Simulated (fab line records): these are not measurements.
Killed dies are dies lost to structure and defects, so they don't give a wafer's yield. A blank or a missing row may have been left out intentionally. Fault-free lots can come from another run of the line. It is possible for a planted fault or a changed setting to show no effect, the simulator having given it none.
Which tool was responsible? :: flow sky130 :: route of 708 steps, sampled at 1 step: 7 lots, 20 wafers

WHAT THE GAUGES SHOWED, per wafer
SKY_GATE_OXIDE_THK_MEAS_02.
lot: L333
measured: day 13 10:01
on: film metro-03
GATE_OXIDE_OXIDATION_00_THK (nm): 10.32 10.37 10.39

lot: L335
measured: day 13 20:05
on: film metro-01
GATE_OXIDE_OXIDATION_00_THK (nm): 10.30 10.36 10.34

lot: L338
measured: day 15 02:04
on: film metro-03
GATE_OXIDE_OXIDATION_00_THK (nm): 10.03 9.91 10.23

lot: L340
measured: day 15 20:31
on: film metro-03
GATE_OXIDE_OXIDATION_00_THK (nm): 10.13 10.23 10.22

lot: L342
measured: day 17 05:44
on: film metro-03
GATE_OXIDE_OXIDATION_00_THK (nm): 10.12 10.02 10.14

lot: L351
measured: day 19 11:39
on: film metro-03
GATE_OXIDE_OXIDATION_00_THK (nm): 10.50 10.40

lot: L354
measured: day 20 14:04
on: film metro-03
GATE_OXIDE_OXIDATION_00_THK (nm): 9.93 9.99 9.98

WHICH TOOL RAN EACH LOT (tool, then ch and the chambers of the sampled wafers, then the start)
Before these readings, the record contains no process step.

THE ANSWER, worked out from the rows above alone
Rule: what is usual is taken from the lots themselves. The widest of any qualifying gaps counts: lots, ordered by their means at a reading, are off when they make up no more than a third of the lots, leave a main group of 4 or more, and stand apart from it by 3 or more times the standard deviation of that group's means. A main group is skipped when, at the precision printed for the reading in the tables above, its means are all equal. A lot without any number at a reading at which 4 lots or more have one is off too. The other lots that the step has rows for count as sound.
No lot is off on any of the readings shown, so nothing can be concluded from this.

WHAT THE SIMULATOR PUT IN
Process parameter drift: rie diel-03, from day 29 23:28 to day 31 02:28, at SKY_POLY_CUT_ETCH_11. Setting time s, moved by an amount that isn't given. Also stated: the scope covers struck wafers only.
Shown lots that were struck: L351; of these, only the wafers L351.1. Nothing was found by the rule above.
